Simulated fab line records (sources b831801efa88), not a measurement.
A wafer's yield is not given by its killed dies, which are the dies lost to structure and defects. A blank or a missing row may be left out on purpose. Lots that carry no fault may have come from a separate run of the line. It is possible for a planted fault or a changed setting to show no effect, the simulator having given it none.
Code-filled problem report in 8D (eight disciplines) form | flow gf180mcu | the parts of the form that need people (team, actions taken, sign-off) are left out

## 1. PROBLEM STATEMENT
A mean of 5.954 Pa is read at GF_CONTACT_SPUTTER_22 for chamberPressurePa, taken on 1 wafer of 1 lot, against 4.999 Pa (standard deviation 0.011) on wafers free of any fault. That puts it +87 standard deviations away from the usual mean.
The step: material Ti, target thk 15 nm, time 80.02 s.
Seen first at day 22 11:31 on pvdSputter-04, wafer L337.2. The record has a number at this step for 39 wafers belonging to 13 lots. Rule for "out" (also "out of limits"): further than 4 standard deviations from the usual mean. Any other wafer with a number is counted as sound.

## 2. WHAT IT IS, AND WHAT IT ISN'T
question                    | is                | is not
which readings at this step | chamberPressurePa | -
which lots                  | L337              | L321, L322, L323, L324, L325, L327, L328, L329, L330, L331, L332, L343
which wafers of those lots  | L337.2            | L337.4, L337.6
read on which tools         | pvdSputter-04     | pvdSputter-02, pvdSputter-03
when                        | from day 22 11:31 | up to then (35 sound wafers); but 3 sound wafers of L343 came after

## 3. SUSPECTS, AND WHAT RULES EACH OUT
Counting: any tool at a process step up to the reading remains a suspect provided it ran every lot that is out. Sound lots after the first of them don't rule it out here, since some wafers of a struck lot are sound.
- pvdSputter-04 at GF_CONTACT_SPUTTER_22 (material Ti, target thk 15 nm, time 80.02 s): kept. It processed L337, the lot that is out, at day 22 11:31, and its most recent sound lot before then was L331 at day 20 12:16. Its own chamberPressurePa readings are out on those wafers.
After counting, what remains is pvdSputter-04 at GF_CONTACT_SPUTTER_22.

## 4. THE CAUSE (what the simulator had put in)
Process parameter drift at GF_CONTACT_SPUTTER_22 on pvdSputter-04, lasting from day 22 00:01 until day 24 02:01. From 5, the setting chamberPressurePa moved by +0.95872. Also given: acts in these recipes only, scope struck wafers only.
The count eliminated every tool but this one.

## 5. SEQUENCE OF EFFECTS, ordered by route
Each row: a reading whose mean over the struck wafers that have a number lies more than 3 standard deviations from the usual. Only readings whose record carries a usual standard deviation are examined. hours: median over the lots of the time between each lot's start at the first step of this table that gives one and its start at this step. sigmas: the change, counted in usual standard deviations.
hours | step                  | reading           | usual    | on struck wafers | change | sigmas
0     | GF_CONTACT_SPUTTER_22 | chamberPressurePa | 4.999 Pa | 5.954            | +0.955 | +87
Process steps it contains:
- GF_CONTACT_SPUTTER_22: material Ti, target thk 15 nm, time 80.02 s.
Later measuring or inspecting steps at which every struck wafer that the step has a row for has a number for every such reading, and none has moved that far: GF_V1_CD_MEAS_14.

## 6. HOW IT WOULD HAVE BEEN CAUGHT EARLIER
The fault began at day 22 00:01; the first out-of-limits reading in this record came at day 22 11:31, 12 hours later.
